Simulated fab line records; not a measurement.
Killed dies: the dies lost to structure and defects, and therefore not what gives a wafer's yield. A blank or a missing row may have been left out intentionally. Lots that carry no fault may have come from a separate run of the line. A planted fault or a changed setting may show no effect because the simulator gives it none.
Which tool did it? ; flow sky130 ; 11 lots with 33 wafers sampled at 3 steps, on a route of 708 steps

## WHAT THE GAUGES SHOWED, per wafer
SKY_SD_P_CD_MEAS_07: the cd target is 380 nm.
lot;measured;on;cdNm (nm)
L210;day 25 09:43;cdSem-02;379.7 381.1 378.6
L214;day 26 12:24;cdSem-01;378.8 380.3 382.9
L216;day 27 22:53;cdSem-02;377.7 380.2 380.4
L218;day 28 13:18;cdSem-02;380.2 380.9 383.7
L219;day 28 16:39;cdSem-02;384.5 379.6 382.2
L227;day 31 10:55;cdSem-02;378.2 380.2 380.0
L229;day 32 05:53;cdSem-02;377.9 378.1 376.9
L230;day 32 12:47;cdSem-01;380.2 380.2 381.4
L231;day 32 13:59;cdSem-01;382.9 383.4 383.9
L232;day 32 19:40;cdSem-02;375.6 377.1 374.8
L233;day 33 08:01;cdSem-01;380.1 380.2 380.4

## WHICH TOOL RAN EACH LOT (tool, then ch and the chambers of the sampled wafers, then the start)
lot;SKY_FIELD_ISO_ETCH_14;SKY_FIELD_ISO_STRIP_16
L210;rieDiel-01 ch 0,1,2, day 2 04:41;plasmaAsher-02 ch 0,1, day 2 04:47
L214;rieDiel-03 ch 0,2,3, day 3 01:47;plasmaAsher-02 ch 0,1, day 3 01:53
L216;rieDiel-03 ch 0,1,2, day 3 11:52;plasmaAsher-02 ch 1, day 3 11:58
L218;rieDiel-03 ch 0,2, day 4 01:20;plasmaAsher-03 ch 1, day 4 01:26
L219;rieDiel-03 ch 0,1,2, day 4 04:43;plasmaAsher-03 ch 0, day 4 04:49
L227;rieDiel-04 ch 0,2,3, day 5 23:37;plasmaAsher-02 ch 0,1, day 5 23:43
L229;rieDiel-03 ch 1,2,3, day 6 10:01;plasmaAsher-03 ch 0,1, day 6 10:07
L230;rieDiel-01 ch 0,3, day 6 15:35;plasmaAsher-02 ch 0,1, day 6 15:43
L231;rieDiel-03 ch 1,2,3, day 6 17:37;plasmaAsher-04 ch 0,1, day 6 17:43
L232;rieDiel-04 ch 0,2,3, day 6 23:28;plasmaAsher-03 ch 0,1, day 6 23:34
L233;rieDiel-04 ch 0,1, day 7 04:23;plasmaAsher-04 ch 0, day 7 04:29
- SKY_FIELD_ISO_ETCH_14: etches BARC in N2/H2, stops on SiO2, time 45.9 s, target depth 60 nm.
- SKY_FIELD_ISO_STRIP_16: strips in O2/N2.

## AS READ BY THE TOOLS THEMSELVES (means over the sampled wafers that have a number; for cases with no such wafer, the mark the record gives instead)
SKY_FIELD_ISO_ETCH_14.
lot;tool;chamberPressureMTorr (mTorr);drypumpMotorCurrentA (A);oesProductAu (a.u.);rfFwdPowerW (W);throttleValvePct (%)
L210;rieDiel-01;30.015;5.9;0.854;495.4;13.231
L214;rieDiel-03;29.985;6.0;0.853;493.9;13.233
L216;rieDiel-03;30.000;6.1;0.855;415.0;13.224
L218;rieDiel-03;29.981;6.3;0.857;413.5;13.217
L219;rieDiel-03;30.002;6.1;0.858;415.7;13.226
L227;rieDiel-04;29.989;6.2;0.858;496.5;13.221
L229;rieDiel-03;30.024;5.9;0.857;494.4;13.227
L230;rieDiel-01;30.027;5.1;0.854;493.8;13.223
L231;rieDiel-03;30.007;5.9;0.856;495.6;13.225
L232;rieDiel-04;30.019;6.2;0.851;494.6;13.226
L233;rieDiel-04;30.017;5.9;0.855;494.2;13.224

SKY_FIELD_ISO_STRIP_16.
lot;tool;chamberPressureMTorr (mTorr);drypumpMotorCurrentA (A);o2FlowSccm (sccm);oesProductAu (a.u.);stripTimeToEndpointS (s)
L210;plasmaAsher-02;1499.8;6.5;3004;0.373;3.512
L214;plasmaAsher-02;1499.8;6.5;3000;0.378;3.532
L216;plasmaAsher-02;1500.2;6.5;3001;0.378;3.632
L218;plasmaAsher-03;1499.9;6.4;2992;0.373;3.635
L219;plasmaAsher-03;1500.7;5.9;2983;0.382;3.620
L227;plasmaAsher-02;1500.1;6.5;3008;0.384;3.574
L229;plasmaAsher-03;1499.7;6.1;2995;0.372;3.569
L230;plasmaAsher-02;1501.1;6.5;3003;0.378;3.548
L231;plasmaAsher-04;1500.8;5.7;3001;0.383;3.572
L232;plasmaAsher-03;1499.4;6.3;2994;0.379;3.540
L233;plasmaAsher-04;1501.2;5.6;3011;0.378;3.550

## THE ANSWER, worked out from the rows above alone
Rule: usual is defined by the lots themselves. The widest of any qualifying gaps counts: lots, ordered by their means at a reading, are off when they make up no more than a third of the lots, leave a main group of 4 or more, and stand apart from it by 3 or more times the standard deviation of that group's means. The tables above print the reading to a certain number of digits; a main group whose means all agree to those digits is not used. A lot without any number at a reading at which 4 lots or more have one is off too. Where the step has rows for the other lots, those lots are counted as sound. Order of review: gauges by route order, followed by the tools' own readings, for which a lot's mean as printed above is used. The first step at which some lot is off is used, and at that step the reading that is off furthest; a lot without a number counts as furthest.
Off at SKY_FIELD_ISO_ETCH_14 (rfFwdPowerW): L216, L218, L219. Main group: mean 494.8 W, sd 0.88.
If a tool, at that step or one of the process steps before it, ran each lot that is off and ran no sound lot following the first of them, it fits. Of those tried, none fits.

## WHAT THE SIMULATOR PUT IN
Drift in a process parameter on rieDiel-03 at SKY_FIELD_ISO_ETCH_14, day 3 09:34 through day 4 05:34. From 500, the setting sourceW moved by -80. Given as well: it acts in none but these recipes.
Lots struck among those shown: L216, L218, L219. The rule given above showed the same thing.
